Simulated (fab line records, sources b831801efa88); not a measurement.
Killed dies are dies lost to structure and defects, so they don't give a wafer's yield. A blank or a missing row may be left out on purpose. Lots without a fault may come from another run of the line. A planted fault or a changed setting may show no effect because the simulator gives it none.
Which tool did it? | flow sky130 | 24 lots, 72 wafers sampled, at 4 steps of a route of 708

WHAT THE GAUGES READ, wafer by wafer
SKY_CONTACT_THK_MEAS_01.
lot  | measured     | on            | CONTACT_CVD_00_THK (nm)
L074 | day 30 10:59 | film_metro-03 | 73.1 75.0 75.8
L075 | day 30 23:43 | film_metro-03 | 76.5 75.0 76.6
L076 | day 30 23:32 | film_metro-03 | 74.8 76.0 75.4
L077 | day 31 07:11 | film_metro-01 | 74.2 75.2 76.4
L078 | day 32 00:32 | film_metro-01 | 74.8 76.3 75.7
L079 | day 32 01:52 | film_metro-04 | 74.2 76.5 76.1
L080 | day 32 06:16 | film_metro-01 | 74.2 74.1 75.2
L081 | day 32 10:22 | film_metro-03 | 75.1 75.6 75.6
L082 | day 33 03:55 | film_metro-01 | 72.5 73.4 75.2
L083 | day 33 10:20 | film_metro-01 | 74.2 74.4 75.0
L084 | day 33 15:16 | film_metro-01 | 74.3 74.4 75.2
L085 | day 33 23:41 | film_metro-04 | 72.6 74.6 74.3
L086 | day 34 10:11 | film_metro-03 | 74.3 74.4 75.1
L087 | day 34 16:14 | film_metro-03 | 75.3 74.9 75.2
L088 | day 35 02:12 | film_metro-04 | 75.8 75.3 75.8
L089 | day 36 00:22 | film_metro-03 | 74.4 76.0 75.3
L090 | day 36 04:13 | film_metro-04 | 74.2 74.2 75.5
L091 | day 37 02:23 | film_metro-01 | 72.9 74.0 74.4
L092 | day 36 10:20 | film_metro-04 | 75.0 76.4 75.2
L093 | day 37 03:44 | film_metro-04 | 74.9 73.9 76.3
L094 | day 37 03:42 | film_metro-01 | 74.1 74.8 76.5
L095 | day 37 10:19 | film_metro-03 | 74.3 76.1 74.0
L096 | day 37 09:34 | film_metro-04 | 72.8 74.2 74.3
L097 | day 37 15:38 | film_metro-04 | 73.0 74.6 75.0

SKY_CONTACT_BOW_MEAS_05.
lot  | measured     | on            | CONTACT_BOW (um)
L074 | day 30 18:32 | film_metro-04 | 97 88 82
L075 | day 31 00:14 | film_metro-03 | 80 76 80
L076 | day 31 00:02 | film_metro-04 | 82 77 85
L077 | day 31 07:42 | film_metro-03 | 82 85 92
L078 | day 32 01:02 | film_metro-04 | 81 73 94
L079 | day 32 02:47 | film_metro-01 | 88 90 84
L080 | day 32 06:45 | film_metro-01 | 85 101 87
L081 | day 32 10:53 | film_metro-04 | 77 81 86
L082 | day 33 04:32 | film_metro-03 | 85 83 81
L083 | day 33 10:50 | film_metro-04 | 84 89 82
L084 | day 33 15:45 | film_metro-03 | 93 75 83
L085 | day 34 00:13 | film_metro-04 | 83 88 77
L086 | day 34 10:40 | film_metro-03 | 78 85 82
L087 | day 34 16:46 | film_metro-01 | 82 96 95
L088 | day 35 02:41 | film_metro-04 | 84 75 83
L089 | day 36 00:52 | film_metro-04 | 82 93 98
L090 | day 36 04:43 | film_metro-04 | 85 81 79
L091 | day 37 02:53 | film_metro-01 | 79 84 93
L092 | day 36 10:50 | film_metro-04 | 80 72 86
L093 | day 37 04:13 | film_metro-03 | 84 80 75
L094 | day 37 04:13 | film_metro-04 | 83 78 83
L095 | day 37 10:49 | film_metro-04 | 77 73 69
L096 | day 37 10:04 | film_metro-04 | 92 84 80
L097 | day 37 16:08 | film_metro-03 | 92 80 82

SKY_CAPM_OVL_MEAS_12.
lot  | measured     | on         | CAPM_OVL (nm)
L074 | day 37 13:37 | overlay-02 | -0.2 -0.3 -0.2
L075 | day 38 00:01 | overlay-02 | -0.2 0.6 0.5
L076 | day 37 23:24 | overlay-01 | 2.0 1.8 0.1
L077 | day 38 04:03 | overlay-02 | -0.8 -1.1 -2.0
L078 | day 38 22:42 | overlay-02 | 1.5 1.8 0.8
L079 | day 38 23:51 | overlay-02 | -1.7 -1.5 -1.1
L080 | day 39 05:22 | overlay-01 | 0.9 0.6 2.0
L081 | day 39 06:59 | overlay-02 | 2.0 1.4 2.0
L082 | day 40 01:06 | overlay-02 | 0.5 -0.1 -1.9
L083 | day 40 05:53 | overlay-02 | -0.3 -1.9 -1.3
L084 | day 40 10:08 | overlay-01 | 2.1 1.6 1.1
L085 | day 40 18:50 | overlay-02 | -0.4 2.3 1.3
L086 | day 41 05:32 | overlay-02 | -0.4 1.0 0.5
L087 | day 41 08:40 | overlay-01 | 2.2 2.6 1.7
L088 | day 41 18:31 | overlay-02 | 1.7 -0.7 2.7
L089 | day 42 15:01 | overlay-02 | 1.7 3.9 2.3
L090 | day 42 17:13 | overlay-02 | 0.8 0.8 0.8
L091 | day 43 15:11 | overlay-02 | -1.9 -0.7 0.0
L092 | day 42 23:29 | overlay-02 | 1.1 2.3 2.0
L093 | day 43 17:07 | overlay-01 | 1.8 2.2 1.1
L094 | day 43 15:18 | overlay-01 | 1.1 2.9 1.6
L095 | day 43 21:00 | overlay-02 | -0.5 -1.8 -2.2
L096 | day 43 20:24 | overlay-02 | -2.8 -1.3 -2.0
L097 | day 44 00:37 | overlay-02 | -0.3 -0.6 -0.2

WHICH TOOL RAN EACH LOT (tool, then ch and the chambers of the sampled wafers, then the start)
lot  | SKY_FIELD_ISO_ETCH_15
L074 | rie_diel-04 ch 2,3, day 2 05:14
L075 | rie_diel-04 ch 0,2,3, day 2 14:02
L076 | rie_diel-02 ch 0,1,2, day 2 16:37
L077 | rie_diel-02 ch 1,3, day 2 20:13
L078 | rie_diel-01 ch 1,2, day 3 01:58
L079 | rie_diel-04 ch 0,2,3, day 3 07:13
L080 | rie_diel-04 ch 0,1, day 3 11:32
L081 | rie_diel-01 ch 0,2,3, day 3 16:59
L082 | rie_diel-01 ch 1,2,3, day 3 21:55
L083 | rie_diel-02 ch 0,2,3, day 4 03:14
L084 | rie_diel-02 ch 0,1,2, day 4 10:38
L085 | rie_diel-01 ch 0,1,3, day 4 14:06
L086 | rie_diel-04 ch 0,1,2, day 4 20:46
L087 | rie_diel-04 ch 0,2,3, day 4 23:22
L088 | rie_diel-01 ch 1,2,3, day 5 06:10
L089 | rie_diel-02 ch 0,1,3, day 5 10:36
L090 | rie_diel-04 ch 0,3, day 5 16:59
L091 | rie_diel-02 ch 0,1,2, day 6 01:55
L092 | rie_diel-04 ch 0,1, day 6 03:05
L093 | rie_diel-02 ch 0,1,3, day 6 08:05
L094 | rie_diel-01 ch 0,3, day 6 17:09
L095 | rie_diel-04 ch 1,2, day 7 00:56
L096 | rie_diel-02 ch 2,3, day 7 01:17
L097 | rie_diel-04 ch 2,3, day 7 06:25
- SKY_FIELD_ISO_ETCH_15: etches the open film in CHF3/O2, stops on Si, target depth 180 nm, time 72 s.

WHAT THE TOOLS THEMSELVES READ (means of the sampled wafers that have a number; where no wafer has one, the mark that the record gives instead)
SKY_FIELD_ISO_ETCH_15.
lot  | tool        | drypump_motor_current_A (A) | oes_product_au (a.u.) | throttle_valve_pct (%)
L074 | rie_diel-04 | 5.4                         | 0.941                 | 8.841
L075 | rie_diel-04 | 5.3                         | 0.942                 | 8.845
L076 | rie_diel-02 | 5.9                         | 0.945                 | 8.837
L077 | rie_diel-02 | 6.0                         | 0.940                 | 8.842
L078 | rie_diel-01 | 5.9                         | 0.941                 | 8.842
L079 | rie_diel-04 | 5.4                         | 0.940                 | 8.839
L080 | rie_diel-04 | 5.4                         | 0.941                 | 8.841
L081 | rie_diel-01 | 5.9                         | 0.952                 | 8.845
L082 | rie_diel-01 | 6.0                         | 0.945                 | 8.843
L083 | rie_diel-02 | 5.9                         | 0.945                 | 8.839
L084 | rie_diel-02 | 5.9                         | 0.953                 | 8.842
L085 | rie_diel-01 | 5.8                         | 0.939                 | 8.839
L086 | rie_diel-04 | 5.3                         | 0.949                 | 8.847
L087 | rie_diel-04 | 5.3                         | 0.942                 | 8.849
L088 | rie_diel-01 | 6.0                         | 0.954                 | 8.850
L089 | rie_diel-02 | 5.9                         | 0.946                 | 8.850
L090 | rie_diel-04 | 5.4                         | 0.947                 | 8.848
L091 | rie_diel-02 | 5.9                         | 0.954                 | 8.851
L092 | rie_diel-04 | 5.4                         | 0.945                 | 8.841
L093 | rie_diel-02 | 5.9                         | 0.955                 | 8.844
L094 | rie_diel-01 | 5.7                         | 0.947                 | 8.851
L095 | rie_diel-04 | 5.3                         | 0.950                 | 8.840
L096 | rie_diel-02 | 5.9                         | 0.952                 | 8.851
L097 | rie_diel-04 | 5.3                         | 0.949                 | 8.843

THE ANSWER, worked out from the rows above alone
Rule: what is usual is taken from the lots themselves. Put in order of their means at a reading, lots are off if they are a third of the lots or fewer, leave a main group of 4 or more, and stand apart from it by a gap of 3 or more times the standard deviation of the main group's means; of several such gaps the widest counts. A main group whose means are all the same, to the digits that the tables above print for the reading, isn't used. A lot without any number at a reading at which 4 lots or more have one is off too. The other lots that the step has rows for count as sound. The gauges are gone through in route order, then the tools' own readings, and for those a lot's mean is taken as printed above. The first step at which some lot is off is used, and at that step the reading that is off furthest; a lot without a number counts as furthest.
No lot is off at any reading shown: from this, nothing can be told.

WHAT THE SIMULATOR HAD PUT IN
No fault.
